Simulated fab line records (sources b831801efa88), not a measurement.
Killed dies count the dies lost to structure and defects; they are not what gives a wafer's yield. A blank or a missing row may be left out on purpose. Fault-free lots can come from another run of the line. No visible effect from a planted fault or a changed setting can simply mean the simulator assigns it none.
A struck lot beside a sound one :: flow sky130 :: 14 steps out of a route of 708
Sound: the wafers L317.1, L317.2, L317.3. The struck wafers were L329.1, L329.3, L329.5. Last of all comes the cause.
Per side, at each step with rows, come the tool, then ch with its chambers, and then its first start. Under that, the readings that differ: sound wafers :: struck wafers :: difference of the means :: sigmas: that difference in standard deviations of wafers without a fault.
alike: a reading whose means differ by less than 2 such deviations, as well as words and numbers matching on both sides. not compared: withheld readings; readings where some wafer has no value; bounds like >300 that might hide an equal value; numbers whose values overlap and for which the record gives no deviation.
The two part at a step that has a row with sigmas, a row that says differs or no value, or rows on one side only. Non-overlapping numbers with no deviation appear without sigmas and do not part them. A reading missing from all wafers of one side parts the sides only when that side holds two or more wafers.

first, 2 steps without rows for these wafers: SKY_RES_PROTECT_DEVELOP_06 (develop time 60 s); SKY_POLY_GATE_IMPLANT_02.
SKY_RES_PROTECT_STRIP_07: strips in O2/N2.
  sound on plasma-asher-01 ch 0,1, day 16 21:31; struck on plasma-asher-04 ch 0,1, day 21 01:40
  alike: drypump-motor-current-A, o2-flow-sccm, oes-product-au, strip-time-to-endpoint-s
  not compared: rf-hours-counter-h
SKY_RES_PROTECT_TW_MEAS_08:
  sound: film-metro-02 at day 16 21:37; struck: film-metro-04 at day 21 01:46
  alike: POLY_GATE_TW
then, 2 steps without rows for these wafers: SKY_RES_PROTECT_CLEAN_09 (cleans in SC1/SC2, time 150 s); SKY_POLY_GATE_CVD_03 (deposits Si3N4 from DCS/NH3, target thk 75 nm, time 1290 s).
SKY_POLY_GATE_THK_MEAS_04:
  sound: film-metro-03 at day 17 01:37; struck: film-metro-04 at day 21 03:14
reading: POLY_GATE_CVD_03_THK (nm)
sound: 76.2 76.1 76.3
struck: 74.7 74.4 74.7
difference: -1.6
sigmas: -2
then, 5 steps without rows for these wafers: SKY_POLY_GATE_DEHYDRATE_05 (time 60 s); SKY_POLY_GATE_HMDS_06 (prime time 60 s); SKY_POLY_GATE_COAT_07 (resist thk 110 nm); SKY_POLY_GATE_COAT_08 (resist thk 450 nm); SKY_POLY_GATE_SOFTBAKE_09 (time 90 s).
SKY_POLY_GATE_EXPOSE_10: exposes mask P1M, target cd 150 nm.
  struck on krf-scanner-02, day 21 19:00; sound on krf-scanner-01 ch 0, day 17 15:47
  no value came back on the struck wafers for exposure-dose-mJ-cm2, focus-offset-nm (nm); on the sound wafers exposure-dose-mJ-cm2 reads 27.964 28.029 27.961
  alike: mask
following that, these wafers have no rows for 1 step: SKY_POLY_GATE_PEB_11.

== WHERE THEY PART ==
Earliest at SKY_POLY_GATE_THK_MEAS_04; latest, in this record, at SKY_POLY_GATE_EXPOSE_10.

WHY: the cause the simulator had injected
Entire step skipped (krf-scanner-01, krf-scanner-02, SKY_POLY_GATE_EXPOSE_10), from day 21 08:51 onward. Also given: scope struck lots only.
